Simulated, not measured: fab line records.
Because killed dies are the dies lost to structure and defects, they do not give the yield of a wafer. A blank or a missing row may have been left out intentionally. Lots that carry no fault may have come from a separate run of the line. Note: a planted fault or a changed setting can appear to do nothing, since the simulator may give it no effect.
Comparing a struck lot with a sound one    flow sky130    17 out of 708 route steps
Sound: these wafers, L578.2, L578.4, L578.6. Struck: wafer L594.4. (L594.2, L594.6 of the same lot were not struck and are left out.) The cause comes at the end.
Per side, at each step with rows, come the tool, then ch with its chambers, and then its first start. Under that, the readings that differ: sound wafers    struck wafers    difference of the means    sigmas: that difference in standard deviations of wafers without a fault.
alike: readings with means less than 2 such deviations apart, plus words and numbers identical on both sides. not compared: withheld readings, readings lacking a value on some wafer, bounds such as >300 that could conceal the same value, and numbers that have no deviation in the record and whose values overlap.
The two part at a step that has a row with sigmas, a row that says differs or no value, or rows on one side only. Numbers that don't overlap but have no deviation are shown without sigmas and don't part them. A reading that every wafer of one side lacks parts them only if that side has two wafers or more.

SKY_LI_CONTACT_CMP_02: polishes PSG.
  sound on cmp-02 ch 0,2,3, day 27 18:39; struck on cmp-01 ch 2, day 33 19:59
  alike: motor_current_A, slurry_flow_ml_min, time_to_endpoint_s
SKY_LI_CONTACT_BOW_MEAS_03:
  sound on film_metro-02, day 27 18:58; struck on film_metro-03, day 33 20:15
  alike: LI_CONTACT_BOW
then, 8 steps without rows for these wafers: SKY_LI_CONTACT_DEHYDRATE_04 (time 60 s); SKY_LI_CONTACT_HMDS_05 (prime time 60 s); SKY_LI_CONTACT_COAT_06 (resist thk 60 nm); SKY_LI_CONTACT_COAT_07 (resist thk 450 nm); SKY_LI_CONTACT_SOFTBAKE_08 (time 90 s); SKY_LI_CONTACT_EXPOSE_09 (exposes mask LICM1, target cd 170 nm); SKY_LI_CONTACT_PEB_10; SKY_LI_CONTACT_DEVELOP_11 (develop time 60 s).
SKY_LI_CONTACT_CD_MEAS_12: the cd target is 170 nm.
  sound on cd_sem-01, day 28 23:43; struck on cd_sem-01, day 34 21:05
  alike: cd_nm
SKY_LI_CONTACT_OVL_MEAS_13:
  sound on overlay-01, day 28 23:50; struck on overlay-01, day 34 21:12
  alike: LI_CONTACT_OVL
SKY_LI_CONTACT_ETCH_14: etches BARC in N2/H2, stops on SiO2, time 45.9 s, target depth 60 nm.
  sound on rie_diel-02 ch 1,3, day 28 23:52; struck on rie_diel-03 ch 0, day 34 21:14
reading                                            sound              struck  difference  sigmas
oes_product_au (a.u.)                              0.854 0.854 0.860  0.999   +0.143      +32
run_length_s (s)                                   74.1 74.1 74.8     34.6    -39.7       -86
model.etch.depth_nm (nm)                           59.97 60.13 60.3   9.731   -50.402     
model.KrF-thick_of_LI_CONTACT_COAT_07.thk_nm (nm)  395.2 395.5 393.3  431     +36         
model.LI_CONTACT.cd_nm (nm)                        174.6 172.9 172.9  164     -9          
  alike: drypump_motor_current_A, n2_flow_sccm, throttle_valve_pct
  not compared: rf_hours_counter_h
SKY_LI_CONTACT_ETCH_15: etches PSG in C4F8/O2/Ar, stops on Si, target depth 600 nm.
  sound on rie_diel-02 ch 1,3, day 28 23:54; struck on rie_diel-03 ch 0, day 34 21:16
reading                                            sound              struck  difference  sigmas
model.KrF-thick_of_LI_CONTACT_COAT_07.thk_nm (nm)  238.4 236.5 229.7  268.7   +33.8       
model.LI_CONTACT.cd_nm (nm)                        175.2 173.4 173.1  164.2   -9.7        
  alike: oes_product_au
SKY_LI_CONTACT_STRIP_16: strips in O2/N2.
  sound on plasma_asher-02 ch 0, day 28 23:59; struck on plasma_asher-03 ch 0, day 34 21:22
reading                       sound              struck  difference  sigmas
oes_product_au (a.u.)         0.371 0.377 0.376  0.390   +0.015      +3
strip_time_to_endpoint_s (s)  3.59 3.56 3.48     3.88    +0.34       +10
  alike: drypump_motor_current_A, n2_flow_sccm, o2_flow_sccm
  not compared: rf_hours_counter_h
then, 1 step without rows for these wafers: SKY_LI_CONTACT_CLEAN_17 (cleans in NMP, time 600 s).
-- the record jumps here: 15 days lie between the struck wafers' starts before and after (it left off in module LI_CONTACT and takes up again in module PAD_OPEN, whose first step shown is number 708 of the route) --
SKY_PAD_OPEN_PROBE_99:
  the record has rows for the struck wafers here (prober-01, day 49 22:32) and none for the sound ones

== WHERE THEY PART ==
At SKY_LI_CONTACT_ETCH_14 first; at SKY_PAD_OPEN_PROBE_99 last (within this record only).

WHY: the cause the simulator had injected
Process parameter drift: rie_diel-03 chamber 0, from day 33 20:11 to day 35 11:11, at SKY_LI_CONTACT_ETCH_14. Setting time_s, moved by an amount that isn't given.
